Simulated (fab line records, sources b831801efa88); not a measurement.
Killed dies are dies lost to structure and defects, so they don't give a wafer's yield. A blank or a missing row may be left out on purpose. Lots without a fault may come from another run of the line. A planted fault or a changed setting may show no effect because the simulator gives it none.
fab line records | flow sfq_line
record lots=6 wafers=18 last_day=86
route steps=325 shown L0@6 L0V@16
lots that met no fault: from a run of the same line without faults
start_h: hours from the record's first day to the start of the lot's first wafer shown | wait_h: hours since the lot's step before | " the same as in the row above | L1.1+2: a row that stands for several wafers | - no value, or no start given | * or withheld: withheld | < > ~ a bound
route shown NAME@n: a module of which the file shows steps, and the number in the route of the first | usual: mean/standard deviation of fault-free wafers | same: alike in all rows | chamber/n: place in a boat | sites: the reading at each site | _std_site: their standard deviation | _edge_site: outer sites' mean less inner sites' | radius_mm: how far each site lies from the wafer's centre | mask NAME#n: copy n | behind: the tool/chamber that last shaped the wafer | hold: why the lot was held/for how many hours/how that ended | device: the transistor (n, p or np) that didn't switch | end of line: the same wafers' tests at the end of the route | a step without rows: its recipe alone | killed: dies lost to structure and defects at the first sort, not the wafer's yield | map: a wafer's dies, x killed, . not, _ none there
set.NAME: the setting as run; set.NAME@STEP: as run at that earlier step | model.NAME: the simulator's own value behind a step, which no gauge read
lots at some steps of the route; a table a step, a row a wafer
services: from which hour (start_h, from the record's first day; less than 0 if before it) a tool's chamber was out of use, for how many hours, and why
## steps
# step SFQ_TRILAYER_L0_LITHO_COAT_010
# recipe resist=BARC spin_rpm=3000 resist_thk_nm=62
# step SFQ_TRILAYER_L0_LITHO_COAT_005
# recipe resist=KrF spin_rpm=3000 resist_thk_nm=594.7
# step SFQ_TRILAYER_L0_LITHO_SOFTBAKE_009
# recipe temp_c=withheld time_s=withheld resist=KrF
# step SFQ_TRILAYER_L0_LITHO_EXPOSE_006
# recipe mask_id=L0 na=0.6 source_shape=conventional sigma_outer=0.65 target_cd_nm=2000 dose_mj=14.4
# step SFQ_TRILAYER_L0_LITHO_PEB_008
# recipe peb_temp_c=115 peb_time_s=60 resist=KrF
# step SFQ_TRILAYER_L0_LITHO_DEVELOP_007
# recipe time_s=60 resist=KrF
# step SFQ_TRILAYER_L0_BARC_OPEN_METAL_ETCH_010
# recipe mask_material=PR chemistry=O2 target_depth_nm=125 target=BARC icp_w=600 bias_w=80 pressure_mtorr=10 time_s=41.7
# step SFQ_TRILAYER_L0_ETCH_METAL_ETCH_008
# recipe target=MoNx_KI stop_on=SiO2 mask_material=PR chemistry=SF6/O2 target_depth_nm=50 icp_w=600 bias_w=80 pressure_mtorr=10 time_s=25
# usual chamber_pressure_mTorr=10.000/0.0087 drypump_motor_current_A=5.6/0.48 he_backside_leak_sccm=3.4/0.34 oes_product_au=0.874/0.0071
# columns lot.wafer tool chamber start_h wait_h chamber_pressure_mTorr drypump_motor_current_A he_backside_leak_sccm oes_product_au rf_hours_counter_h
L951.1 rie_metal-02 1 84.87 0.0 10.003 5.2 3.4 0.875 1
L951.5 " 1 " " 9.995 5.2 3.4 0.867 -
L951.6 " 0 " " 10.010 6.2 3.4 0.872 -
L958.2 rie_metal-01 0 136.01 0.1 9.989 5.3 3.4 0.888 -
L958.4 " 0 " " 9.990 5.3 3.3 0.888 -
L958.5 " 0 " " 10.011 5.3 3.1 0.883 -
L961.1 rie_metal-02 0 157.21 0.0 9.993 6.1 3.1 0.865 29
L961.3 " 0 " " 9.992 6.1 3.0 0.871 -
L961.6 " 1 " " 9.997 5.2 3.6 0.865 -
L962.1 rie_metal-01 1 162.01 0.0 9.982 6.2 3.4 0.861 3
L962.4 " 0 " " 9.996 5.3 3.2 0.864 -
L962.5 " 1 " " 9.982 6.2 3.6 0.865 -
L966.1 rie_metal-02 1 191.98 0.0 9.988 5.2 3.9 0.864 18
L966.3 " 0 " " 9.996 6.2 3.1 0.863 -
L966.4 " 1 " " 9.989 5.2 3.7 0.857 -
L969.1 rie_metal-01 1 215.98 0.0 10.004 6.2 3.4 0.880 11
L969.2 " 0 " " 9.999 5.3 3.3 0.870 61
L969.4 " 0 " " 10.000 5.3 3.4 0.871 -
# step SFQ_TRILAYER_L0_STRIP_STRIP_009
# recipe gas=O2 power_w=200 platen_temp_c=40 overash_fraction=0.65 chemistry=O2 pressure_mtorr=50
# usual chamber_pressure_mTorr=50.00/0.045 drypump_motor_current_A=5.6/0.49 he_backside_leak_sccm=3.31/0.24 oes_product_au=1.002/0.0067
# columns lot.wafer tool chamber start_h wait_h chamber_pressure_mTorr drypump_motor_current_A he_backside_leak_sccm oes_product_au rf_hours_counter_h
L951.1 rie_metal-02 1 84.92 0.0 50.06 5.2 3.63 1.001 1
L951.5 " 1 " " 49.99 5.2 3.56 1.011 -
L951.6 " 0 " " 49.99 6.1 3.16 1.008 -
L958.2 rie_metal-01 0 136.28 0.3 49.97 5.3 3.20 1.009 -
L958.4 " 0 " " 49.91 5.3 3.18 1.013 -
L958.5 " 0 " " 49.97 5.3 3.07 1.014 -
L961.1 rie_metal-02 0 157.25 0.0 49.97 6.1 3.31 0.999 29
L961.3 " 0 " " 50.04 6.1 3.17 1.017 -
L961.6 " 1 " " 50.02 5.1 3.48 1.000 -
L962.1 rie_metal-01 1 162.05 0.0 49.92 6.2 3.36 1.004 3
L962.4 " 0 " " 49.96 5.3 3.24 1.004 -
L962.5 " 1 " " 49.94 6.2 3.39 0.996 -
L966.1 rie_metal-02 1 192.02 0.0 49.99 5.2 3.44 0.987 19
L966.3 " 0 " " 49.93 6.1 3.13 0.995 -
L966.4 " 1 " " 50.05 5.2 3.74 0.992 -
L969.1 rie_metal-01 1 216.02 0.0 50.02 6.2 3.59 1.002 11
L969.2 " 0 " " 49.90 5.3 3.41 0.999 61
L969.4 " 0 " " 50.01 5.3 3.23 0.996 -
# step SFQ_TRILAYER_L0_STRIP_SOLV_CLEAN_010
# recipe chemistry=NMP temp_c=70 time_s=600
# step SFQ_TRILAYER_L0_CAP_PECVD_011
# recipe material=SiO2 temp_c=150 time_s=13.333 pressure_torr=2.4 rf_w=183.3 precursor=SiH4/N2O target_thk_nm=60
# usual heater_power_outer_w=26/6.3 heater_power_w=78/9.3 susceptor_temp_C=150.01/0.14 throttle_valve_pct=24.4/0.86
# columns lot.wafer tool chamber start_h wait_h heater_power_outer_w heater_power_w susceptor_temp_C throttle_valve_pct
L951.1 pecvd-03 0 85.69 0.0 30 82 150.20 22.0
L951.5 " 1 " " 25 76 150.13 24.3
L951.6 " 0 " " 31 82 150.17 22.5
L958.2 pecvd-02 1 137.47 0.0 25 78 149.77 24.0
L958.4 " 2 " " 30 85 149.76 24.6
L958.5 " 1 " " 25 77 149.99 24.1
L961.1 pecvd-03 1 158.03 0.0 30 83 150.06 24.4
L961.3 " 2 " " 30 88 149.95 24.5
L961.6 " 1 " " 30 81 150.11 24.4
L962.1 pecvd-02 0 162.83 0.0 24 74 149.95 24.0
L962.4 " 2 " " 24 74 149.91 25.0
L962.5 " 1 " " 29 82 149.96 24.0
L966.1 pecvd-02 1 192.81 0.0 30 84 149.96 24.3
L966.3 " 1 " " 29 85 149.92 24.1
L966.4 " 0 " " 28 79 150.25 23.9
L969.1 pecvd-04 2 216.80 0.0 29 77 150.09 24.3
L969.2 " 1 " " 23 82 150.11 25.8
L969.4 " 2 " " 29 80 150.06 24.8
# step SFQ_TRILAYER_L0_VIA_LITHO_COAT_018
# recipe resist=BARC spin_rpm=3000 resist_thk_nm=62.55
# step SFQ_TRILAYER_L0_VIA_LITHO_COAT_013
# recipe resist=KrF spin_rpm=3000 resist_thk_nm=650
# usual resist_line_temp_C=22.99/0.11 spin_speed_rpm=3000.3/2.1
# columns lot.wafer tool chamber start_h wait_h resist_line_temp_C spin_speed_rpm model.KrF_of_TRILAYER_L0_VIA_LITHO_COAT_013.thk_nm
L951.1 litho_track-03 0 86.02 0.2 22.87 3003.6 648.5
L951.5 " 0 " " 23.03 3000.0 647
L951.6 " 0 " " 22.94 2998.5 650.2
L958.2 litho_track-04 0 137.85 0.2 23.05 2999.8 648.2
L958.4 " 0 " " 23.10 3000.5 650.1
L958.5 " 0 " " 23.15 3000.3 650.1
L961.1 litho_track-03 0 158.35 0.2 22.93 2703.6 682.4
L961.3 " 0 " " 22.96 2701.2 685.1
L961.6 " 0 " " 22.86 2703.6 685.7
L962.1 litho_track-03 0 163.15 0.2 22.93 2702.7 685.7
L962.4 " 0 " " 23.05 2703.5 684.7
L962.5 " 0 " " 23.08 2701.5 684.9
L966.1 litho_track-04 0 193.42 0.2 23.02 3000.8 649.9
L966.3 " 0 " " 22.90 3000.4 650.9
L966.4 " 0 " " 22.89 3002.3 651.9
L969.1 litho_track-04 0 217.12 0.2 23.09 2997.1 652.9
L969.2 " 0 " " 22.87 3002.7 653.9
L969.4 " 0 " " 23.00 2995.0 653.3
# step SFQ_TRILAYER_L0_VIA_LITHO_SOFTBAKE_017
# recipe temp_c=withheld time_s=withheld resist=KrF
# step SFQ_TRILAYER_L0_VIA_LITHO_EXPOSE_014
# recipe mask_id=L0V na=0.6 source_shape=conventional sigma_outer=0.65 target_cd_nm=700 dose_mj=21.3
# step SFQ_TRILAYER_L0_VIA_LITHO_PEB_016
# recipe peb_temp_c=115 peb_time_s=60 resist=KrF
# step SFQ_TRILAYER_L0_VIA_LITHO_DEVELOP_015
# recipe time_s=60 resist=KrF
# step SFQ_L0V_OVL_MEAS_903
# usual L0V_OVL=-2/4.7
# columns lot.wafer tool chamber start_h wait_h L0V_OVL[nm]
L951.1 overlay-02 - 160.75 0.1 2
L951.5 " - " " 3
L951.6 " - " " 0
L958.2 overlay-02 - 236.68 0.1 -9
L958.4 " - " " -10
L958.5 " - " " -7
L961.1 overlay-01 - 253.48 0.1 -4
L961.3 " - " " 0
L961.6 " - " " 3
L962.1 overlay-01 - 255.88 0.1 -4
L962.4 " - " " -1
L962.5 " - " " 2
L966.1 overlay-02 - 260.68 0.1 -1
L966.3 " - " " -4
L966.4 " - " " -6
L969.1 overlay-01 - 264.28 0.1 -11
L969.2 " - " " -8
L969.4 " - " " -11
# step SFQ_TRILAYER_L0_VIA_BARC_OPEN_VIA_ETCH_021
# recipe mask_material=PR chemistry=O2 target_depth_nm=125 target=BARC source_w=500 bias_w=80 pressure_mtorr=30 time_s=41.7
# usual chamber_pressure_mTorr=30.000/0.027 drypump_motor_current_A=5.8/0.51 oes_product_au=0.688/0.0046
# columns lot.wafer tool chamber start_h wait_h chamber_pressure_mTorr drypump_motor_current_A oes_product_au rf_hours_counter_h
L951.1 rie_diel-02 3 160.78 0.0 29.975 5.6 0.694 3
L951.5 " 3 " " 30.081 5.6 0.684 -
L951.6 " 1 " " 29.997 6.4 0.696 -
L958.2 rie_diel-02 2 236.71 0.0 30.022 5.0 0.692 56
L958.4 " 0 " " 30.005 5.9 0.693 46
L958.5 " 2 " " 29.996 5.0 0.693 -
L961.1 rie_diel-04 2 253.51 0.0 29.992 6.0 0.685 92
L961.3 " 3 " " 30.008 5.9 0.686 92
L961.6 " 1 " " 30.029 5.5 0.686 -
L962.1 rie_diel-02 3 255.91 0.0 30.027 5.6 0.685 4
L962.4 " 0 " " 30.005 5.9 0.680 46
L962.5 " 0 " " 29.975 5.9 0.689 -
L966.1 rie_diel-04 1 260.71 0.0 29.991 5.5 0.688 70
L966.3 " 2 " " 29.984 5.9 0.684 92
L966.4 " 3 " " 29.987 5.9 0.688 -
L969.1 rie_diel-04 3 264.31 0.0 30.024 5.9 0.682 92
L969.2 " 1 " " 29.993 5.5 0.693 70
L969.4 " 3 " " 29.983 5.9 0.686 -
# step SFQ_TRILAYER_L0_VIA_ETCH_VIA_ETCH_016
# recipe target=SiO2 stop_on=MoNx_KI mask_material=PR chemistry=CHF3 target_depth_nm=80 source_w=500 bias_w=80 pressure_mtorr=30 time_s=withheld
# usual chamber_pressure_mTorr=29.998/0.028 drypump_motor_current_A=5.8/0.51 oes_product_au=0.845/0.0074
# columns lot.wafer tool chamber start_h wait_h chamber_pressure_mTorr drypump_motor_current_A oes_product_au model.KrF_of_TRILAYER_L0_VIA_LITHO_COAT_013.thk_nm
L951.1 rie_diel-02 3 160.82 0.0 29.978 5.6 0.846 559.5
L951.5 " 3 " " 29.993 5.6 0.836 557.7
L951.6 " 1 " " 29.985 6.4 0.840 560.6
L958.2 rie_diel-02 2 236.75 0.0 29.948 5.0 0.844 559.7
L958.4 " 0 " " 29.970 5.9 0.844 560.1
L958.5 " 2 " " 29.967 5.0 0.850 561.6
L961.1 rie_diel-04 2 253.55 0.0 29.978 5.9 0.839 592.8
L961.3 " 3 " " 30.041 5.9 0.837 595.9
L961.6 " 1 " " 29.970 5.5 0.842 595.8
L962.1 rie_diel-02 3 255.95 0.0 30.002 5.6 0.849 596.7
L962.4 " 0 " " 30.056 5.9 0.849 595.5
L962.5 " 0 " " 30.056 5.9 0.866 595.7
L966.1 rie_diel-04 1 260.75 0.0 30.007 5.5 0.834 559.9
L966.3 " 2 " " 29.994 6.0 0.845 561.3
L966.4 " 3 " " 29.976 5.9 0.850 562.5
L969.1 rie_diel-04 3 264.35 0.0 30.001 5.9 0.847 563.4
L969.2 " 1 " " 29.975 5.4 0.846 564.1
L969.4 " 3 " " 30.042 5.9 0.849 563.8
# step SFQ_TRILAYER_L0_VIA_STRIP_STRIP_017
# recipe gas=O2 power_w=200 platen_temp_c=40 overash_fraction=0.65 chemistry=O2 pressure_mtorr=50
# usual chamber_pressure_mTorr=50.00/0.051 drypump_motor_current_A=5.9/0.65 he_backside_leak_sccm=3.43/0.21 oes_product_au=1.000/0.0063
# columns lot.wafer tool chamber start_h wait_h chamber_pressure_mTorr drypump_motor_current_A he_backside_leak_sccm oes_product_au rf_hours_counter_h
L951.1 rie_metal-04 1 160.87 - 50.05 5.8 3.26 1.000 13
L951.5 " 1 " " 49.97 5.8 3.49 0.992 -
L951.6 " 0 " " 50.02 4.8 3.00 1.004 -
L958.2 rie_metal-02 1 237.00 - 50.00 5.2 3.48 0.993 -
L958.4 " 1 " " 50.03 5.1 3.51 0.997 -
L958.5 " 1 " " 49.97 5.2 3.46 0.990 -
L961.1 rie_metal-03 1 253.60 - 49.95 6.1 3.66 1.003 128
L961.3 " 0 " " 49.94 6.6 3.54 1.003 -
L961.6 " 0 " " 49.96 6.6 3.52 1.003 -
L962.1 rie_metal-03 1 256.00 - 50.08 6.1 3.68 0.992 129
L962.4 " 1 " " 49.98 6.1 3.58 0.999 -
L962.5 " 0 " " 50.01 6.6 3.52 1.009 -
L966.1 rie_metal-04 1 260.80 - 49.97 5.8 3.28 1.001 30
L966.3 " 1 " " 50.03 5.8 2.95 0.995 -
L966.4 " 0 " " 49.89 4.8 3.25 0.997 -
L969.1 rie_metal-02 1 264.40 - 49.97 5.2 3.90 0.998 31
L969.2 " 0 " " 49.98 6.1 3.33 1.002 43
L969.4 " 1 " " 50.01 5.2 3.76 0.997 -
## services
# columns tool chamber start_h hours kind
pecvd-02 0 62.02 17.9 repair
pecvd-03 - 72.06 1.3 repair
pecvd-03 0 72.91 3.8 repair
rie_diel-04 3 73.79 16.5 repair
pecvd-03 - 83.59 1.7 repair
rie_diel-04 1 85.63 4.8 repair
rie_metal-01 - 102.58 0.2 repair
rie_metal-01 0 115.72 2.1 repair
rie_metal-01 1 118.92 - clean
rie_metal-01 1 118.92 - consumable_replace:focus_ring
rie_metal-01 1 118.92 21.3 scheduled_down
rie_metal-01 1 118.92 21.3 vent_cycle
pecvd-04 - 155.76 2.8 pm
pecvd-04 0 158.67 3.9 repair
rie_diel-02 0 159.02 4.1 repair
rie_metal-03 1 173.33 59.0 repair
pecvd-03 - 177.19 2.8 pm
pecvd-02 2 188.12 16.3 repair
rie_diel-04 - 222.04 1.0 repair
rie_metal-04 - 230.58 2.8 pm
rie_metal-02 0 236.28 11.7 repair
rie_metal-01 - 243.20 1.4 pm
rie_diel-04 0 247.23 18.1 repair
pecvd-04 0 262.44 19.9 repair
## key
first_sign step=SFQ_TRILAYER_L0_VIA_LITHO_COAT_013 reading=spin_speed_rpm direction=down sigmas=99+ usual=3000.3 struck=2702.7
effect none on later readings
model_effect step=SFQ_TRILAYER_L0_VIA_LITHO_COAT_013 value=KrF_of_TRILAYER_L0_VIA_LITHO_COAT_013.thk_nm without=649.9 struck=684.8
model_effect step=SFQ_TRILAYER_L0_VIA_ETCH_VIA_ETCH_016 value=KrF_of_TRILAYER_L0_VIA_LITHO_COAT_013.thk_nm without=560.5 struck=595.4
met_at SFQ_TRILAYER_L0_VIA_LITHO_COAT_013
struck_wafers L961.1,L961.3,L961.6,L962.1,L962.4,L962.5
onset_between 86.02 158.35
fault kind=process_parameter_drift tool=litho_track-03 chamber=- onset_h=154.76 steps=SFQ_TRILAYER_L0_VIA_LITHO_COAT_013 channel=spin_rpm offset=-297.81 shape=step end_h=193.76 acts_in=these_recipes_only stated=3000
